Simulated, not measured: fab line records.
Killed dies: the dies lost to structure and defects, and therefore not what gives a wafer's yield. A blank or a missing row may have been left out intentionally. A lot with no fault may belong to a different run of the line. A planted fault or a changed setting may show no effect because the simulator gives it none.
fab line records	flow sky130
record: lots: 5	wafers: 15	last_day: 50
route steps=708 shown METAL5@664
lots with no fault: from the same line, run without faults
start_h: hours from the record's opening day to when the first of the lot's shown wafers began	wait_h: hours from the lot's prior step to this one	" repeats the value in the row above	L1.1+2: a row that stands for several wafers	- no value present, or no start provided	* or withheld: withheld	< > ~ a bound
route shown NAME@n: NAME is a module with steps in the file, n the number in the route of the first one	usual: mean and standard deviation over wafers with no fault	same: alike in all rows	chamber/n: place in a boat	sites: the reading at each site	_std_site: the values' standard deviation	_edge_site: mean of outer sites minus mean of inner sites	radius_mm: for every site, how far away it sits from the centre of the wafer	mask NAME#n: copy n	behind: the tool/chamber that last shaped the wafer	hold: why the lot went on hold/how many hours it stayed there/how the hold came to an end	device: the transistor (n, p or np) that didn't switch	end of line: the same wafers' tests at the end of the route	a step without rows: its recipe alone	killed: the dies lost at the first sort to structure and to defects; this is not the yield of the wafer	map: per-die view of a wafer (x killed, . not killed, _ where there is no die)
set.NAME: the setting as run; set.NAME@STEP: as run at that earlier step	model.NAME: the simulator's own value behind a step, which no gauge read
a table for each step, a row for each wafer; lots at some steps of the route
services: from which hour (start_h, from the record's first day; less than 0 if before it) a tool's chamber was out of use, for how many hours, and why
== steps ==
step: SKY_METAL5_SPUTTER_03
recipe: material: Ti	target_thk_nm: 5	power_w: 3000	time_s: 3.3	chamber_pressure_pa: 0.4
usual: chamber_pressure_pa: 0.4000/0.00071	throttle_valve_pct: 30.3/0.9
lot.wafer	tool	chamber	start_h	wait_h	chamber_pressure_pa	throttle_valve_pct
L466.3	pvd_sputter-03	-	1035.62	0.0	0.4011	28.6
L466.5	"	-	"	"	0.4001	29.8
L466.6	"	-	"	"	0.3998	28.5
L474.2	pvd_sputter-04	-	1075.97	0.0	0.3989	29.7
L474.5	"	-	"	"	0.4000	30.7
L474.6	"	-	"	"	0.3989	31.8
L476.1	pvd_sputter-01	-	1092.46	0.0	0.4000	30.8
L476.3	"	-	"	"	0.3999	31.1
L476.5	"	-	"	"	0.4003	30.7
L486.1	pvd_sputter-03	-	1158.40	0.0	0.4012	28.7
L486.3	"	-	"	"	0.3996	30.5
L486.5	"	-	"	"	0.3996	30.1
L485.1	pvd_sputter-04	-	1161.61	0.0	0.3993	29.4
L485.2	"	-	"	"	0.3993	29.7
L485.4	"	-	"	"	0.3989	30.8
step: SKY_METAL5_SPUTTER_04
recipe: material: TiN	target_thk_nm: 70	power_w: 6500	time_s: 58.3	chamber_pressure_pa: 0.4
usual: chamber_pressure_pa: 0.4001/0.00076	throttle_valve_pct: 30.3/0.9
lot.wafer	tool	chamber	start_h	wait_h	chamber_pressure_pa	throttle_valve_pct
L466.3	pvd_sputter-03	-	1035.64	0.0	0.3992	29.0
L466.5	"	-	"	"	0.3996	30.0
L466.6	"	-	"	"	0.4006	28.6
L474.2	pvd_sputter-04	-	1075.99	0.0	0.4016	29.6
L474.5	"	-	"	"	0.4004	30.7
L474.6	"	-	"	"	0.4005	31.6
L476.1	pvd_sputter-01	-	1092.48	0.0	0.3993	30.7
L476.3	"	-	"	"	0.4003	31.2
L476.5	"	-	"	"	0.3998	30.8
L486.1	pvd_sputter-03	-	1158.42	0.0	0.4000	28.9
L486.3	"	-	"	"	0.3997	30.2
L486.5	"	-	"	"	0.4010	30.5
L485.1	pvd_sputter-04	-	1161.63	0.0	0.3990	29.4
L485.2	"	-	"	"	0.4001	29.9
L485.4	"	-	"	"	0.4011	31.2
step: SKY_METAL5_RS_MEAS_05
recipe: thk_meas_gauge: four-point-probe	reads: TiN_of_METAL5_SPUTTER_04+Ti_of_METAL5_SPUTTER_03+AlCu_of_METAL5_SPUTTER_02+TiN_of_METAL5_SPUTTER_01+Ti_of_METAL5_SPUTTER_00
usual: METAL5_ALCU_RS: 0.0269/0.0003
lot.wafer	tool	chamber	start_h	wait_h	METAL5_ALCU_RS[ohm/sq]
L466.3	film_metro-02	-	1035.73	0.1	0.0270
L466.5	"	-	"	"	0.0271
L466.6	"	-	"	"	0.0270
L474.2	film_metro-04	-	1076.07	0.0	0.0272
L474.5	"	-	"	"	0.0272
L474.6	"	-	"	"	0.0273
L476.1	film_metro-03	-	1092.52	0.0	0.0268
L476.3	"	-	"	"	0.0267
L476.5	"	-	"	"	0.0271
L486.1	film_metro-04	-	1158.47	0.0	0.0268
L486.3	"	-	"	"	0.0273
L486.5	"	-	"	"	0.0272
L485.1	film_metro-04	-	1161.68	0.0	0.0269
L485.2	"	-	"	"	0.0267
L485.4	"	-	"	"	0.0268
step: SKY_METAL5_THK_MEAS_06
recipe: thk_meas_gauge: xrf	reads: AlCu_of_METAL5_SPUTTER_02
usual: METAL5_ALCU_THK: 1138/15
lot.wafer	tool	chamber	start_h	wait_h	METAL5_ALCU_THK[nm]
L466.3	film_metro-02	-	1035.83	0.1	1140
L466.5	"	-	"	"	1134
L466.6	"	-	"	"	1143
L474.2	film_metro-04	-	1076.18	0.1	1130
L474.5	"	-	"	"	1134
L474.6	"	-	"	"	1131
L476.1	film_metro-03	-	1092.64	0.1	1136
L476.3	"	-	"	"	1144
L476.5	"	-	"	"	1140
L486.1	film_metro-04	-	1158.59	0.1	1143
L486.3	"	-	"	"	1127
L486.5	"	-	"	"	1128
L485.1	film_metro-04	-	1161.80	0.1	1131
L485.2	"	-	"	"	1141
L485.4	"	-	"	"	1136
step: SKY_METAL5_DEHYDRATE_07
recipe: temp_c: 200	time_s: 60
step: SKY_METAL5_HMDS_08
recipe: prime_time_s: 60	prime_temp_c: 120
step: SKY_METAL5_COAT_09
recipe: resist: NOVOLAK	spin_rpm: 3000	resist_thk_nm: 1800
step: SKY_METAL5_SOFTBAKE_10
recipe: temp_c: 90	time_s: 60	resist: NOVOLAK
step: SKY_METAL5_EXPOSE_11
recipe: mask_id: MM5	na: 0.6	source_shape: conventional	sigma_outer: 0.6	polarization: unpolarized	target_cd_nm: 1600	dose_mj: 190
step: SKY_METAL5_PEB_12
recipe: temp_c: withheld	time_s: *	resist: NOVOLAK
step: SKY_METAL5_DEVELOP_13
recipe: resist: NOVOLAK	developer: TMAH	develop_time_s: 60	dev_temp_c: 23
step: SKY_METAL5_DESCUM_14
recipe: chemistry: O2	source_power_w: 150	bias_power_w: 0	pressure_mtorr: 10	temp_c: 40	time_s: 11
usual: drypump_motor_current_A: 5.6/0.43	oes_product_au: 0.996/0.0072
lot.wafer	tool	chamber	start_h	wait_h	drypump_motor_current_A	oes_product_au	rf_hours_counter_h
L466.3	rie_metal-03	0	1057.43	0.1	5.5	1.007	-
L466.5	"	0	"	"	5.5	1.007	-
L466.6	"	1	"	"	5.0	0.995	-
L474.2	rie_metal-01	1	1095.99	0.1	5.0	0.998	18
L474.5	"	1	"	"	5.0	0.996	-
L474.6	"	0	"	"	6.1	0.993	-
L476.1	rie_metal-03	0	1112.11	0.1	5.6	1.004	12
L476.3	"	0	"	"	5.6	1.000	-
L476.5	"	1	"	"	5.0	0.989	-
L486.1	rie_metal-04	1	1175.66	0.1	5.4	0.990	30
L486.3	"	0	"	"	6.1	0.984	-
L486.5	"	0	"	"	6.1	0.989	-
L485.1	rie_metal-03	1	1177.19	0.1	5.0	0.988	23
L485.2	"	0	"	"	5.5	0.997	17
L485.4	"	0	"	"	5.5	0.991	-
step: SKY_METAL5_METAL_ETCH_15
recipe: target_depth_a: 12600	stop_on: SiO2	over_etch_frac: 0.2	time_s: 252	chemistry: Cl2/BCl3	resist_sidewall_deg: 86	pressure_mtorr: 10	icp_w: 900	bias_w: 48.5	Cl2_flow_sccm: 60	bcl3_flow_sccm: 30
usual: drypump_motor_current_A: 5.6/0.43	oes_product_au: 0.894/0.0052	run_length_s: 280.4/0.42	throttle_valve_pct: 22.264/0.0095
lot.wafer	tool	chamber	start_h	wait_h	drypump_motor_current_A	oes_product_au	rf_hours_counter_h	run_length_s	throttle_valve_pct	model.NOVOLAK_of_METAL5_COAT_09.thk_nm
L466.3	rie_metal-03	0	1057.53	0.1	5.5	0.895	-	280.8	22.276	1034
L466.5	"	0	"	"	5.6	0.889	-	280.9	22.258	1042
L466.6	"	1	"	"	5.0	0.893	-	280.5	22.268	1055
L474.2	rie_metal-01	1	1096.02	0.0	5.1	0.899	18	280.0	22.267	1047
L474.5	"	1	"	"	5.1	0.887	-	280.5	22.283	1062
L474.6	"	0	"	"	6.1	0.892	-	280.6	22.272	1047
L476.1	rie_metal-03	0	1112.14	0.0	5.5	0.889	12	281.4	22.267	1034
L476.3	"	0	"	"	5.5	0.900	-	281.1	22.270	1029
L476.5	"	1	"	"	5.0	0.898	-	280.2	22.262	1042
L486.1	rie_metal-04	1	1175.69	0.0	5.4	0.894	30	280.4	22.259	1040
L486.3	"	0	"	"	6.1	0.889	-	279.9	22.257	1044
L486.5	"	0	"	"	6.1	0.885	-	279.8	22.255	1039
L485.1	rie_metal-03	1	1177.22	0.0	5.0	0.896	23	280.1	22.256	1047
L485.2	"	0	"	"	5.6	0.941	17	270.1	22.255	1066
L485.4	"	0	"	"	5.5	0.939	-	270.2	22.267	1072
step: SKY_METAL5_STRIP_16
recipe: chemistry: O2/N2	power_w: 1400	pressure_mtorr: 1500	platen_temp_c: withheld	o2_flow_sccm: 3000	n2_flow_sccm: 300	overash_fraction: 0.5
usual: drypump_motor_current_A: 5.7/0.48	oes_product_au: 0.711/0.0042	strip_time_to_endpoint_s: 13.18/0.099
lot.wafer	tool	chamber	start_h	wait_h	drypump_motor_current_A	oes_product_au	rf_hours_counter_h	strip_time_to_endpoint_s
L466.3	plasma_asher-04	0	1057.72	0.1	5.9	0.711	-	13.06
L466.5	"	0	"	"	5.8	0.714	-	13.16
L466.6	"	1	"	"	4.9	0.712	-	13.30
L474.2	plasma_asher-03	1	1096.26	0.2	6.3	0.711	37	13.19
L474.5	"	1	"	"	6.4	0.704	-	13.36
L474.6	"	0	"	"	5.6	0.712	-	13.22
L476.1	plasma_asher-04	1	1112.37	0.2	4.9	0.716	68	13.06
L476.3	"	1	"	"	4.9	0.708	-	13.00
L476.5	"	1	"	"	4.9	0.713	-	13.16
L486.1	plasma_asher-04	0	1175.93	0.2	5.9	0.709	74	13.14
L486.3	"	0	"	"	5.9	0.713	-	13.19
L486.5	"	0	"	"	5.9	0.708	-	13.12
L485.1	plasma_asher-01	0	1177.46	0.2	6.2	0.709	11	13.22
L485.2	"	1	"	"	5.6	0.717	11	13.41
L485.4	"	0	"	"	6.2	0.705	-	13.49
step: SKY_METAL5_STRIP_17
recipe: chemistry: post_etch_residue_remover	time_s: 1200	temp_c: 73.74
== services ==
tool	chamber	start_h	hours	kind
plasma_asher-01	-	1014.94	0.6	repair
plasma_asher-01	-	1033.46	2.8	pm
plasma_asher-01	-	1040.23	4.3	pm
rie_metal-03	-	1043.37	1.4	pm
rie_metal-04	-	1046.06	2.8	pm
plasma_asher-01	-	1055.25	9.0	pm
plasma_asher-01	0	1055.25	9.0	vent_cycle
plasma_asher-01	1	1055.25	9.0	vent_cycle
plasma_asher-01	0	1064.25	-	clean
rie_metal-04	-	1064.67	0.1	repair
pvd_sputter-01	1	1073.83	-	consumable_replace:kit
pvd_sputter-01	1	1073.83	18.0	scheduled_down
pvd_sputter-01	1	1073.83	18.0	vent_cycle
rie_metal-03	0	1087.26	4.4	repair
rie_metal-03	1	1087.68	18.5	repair
pvd_sputter-03	3	1096.72	-	consumable_replace:kit
pvd_sputter-03	3	1096.72	18.0	scheduled_down
pvd_sputter-03	3	1096.72	18.0	vent_cycle
plasma_asher-03	-	1110.74	3.6	repair
pvd_sputter-01	-	1114.07	2.4	repair
pvd_sputter-04	2	1118.07	-	consumable_replace:kit
pvd_sputter-04	2	1118.07	18.0	scheduled_down
pvd_sputter-04	2	1118.07	18.0	vent_cycle
rie_metal-04	0	1166.41	5.1	repair
== key ==
first_sign: step: SKY_METAL5_METAL_ETCH_15	reading: run_length_s	direction: down	sigmas: 24	usual: *	struck: *
effect: step: SKY_METAL5_METAL_ETCH_15	reading: oes_product_au	direction: up	sigmas: 8.8	usual: 0.894	struck: 0.940
effect: step: SKY_METAL5_STRIP_16	reading: strip_time_to_endpoint_s	direction: up	sigmas: 2.7	usual: *	struck: *
model_effect: step: SKY_METAL5_METAL_ETCH_15	value: NOVOLAK_of_METAL5_COAT_09.thk_nm	without: 1036	struck: 1069
met_at SKY_METAL5_METAL_ETCH_15
struck_wafers L485.2,L485.4
onset_between 1112.14 1177.22
fault: kind: process_parameter_drift	tool: rie_metal-03	chamber: 0	onset_h: 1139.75	steps: SKY_METAL5_METAL_ETCH_15	channel: time_s	offset: *	shape: step	end_h: 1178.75	acts_in: *	stated: *
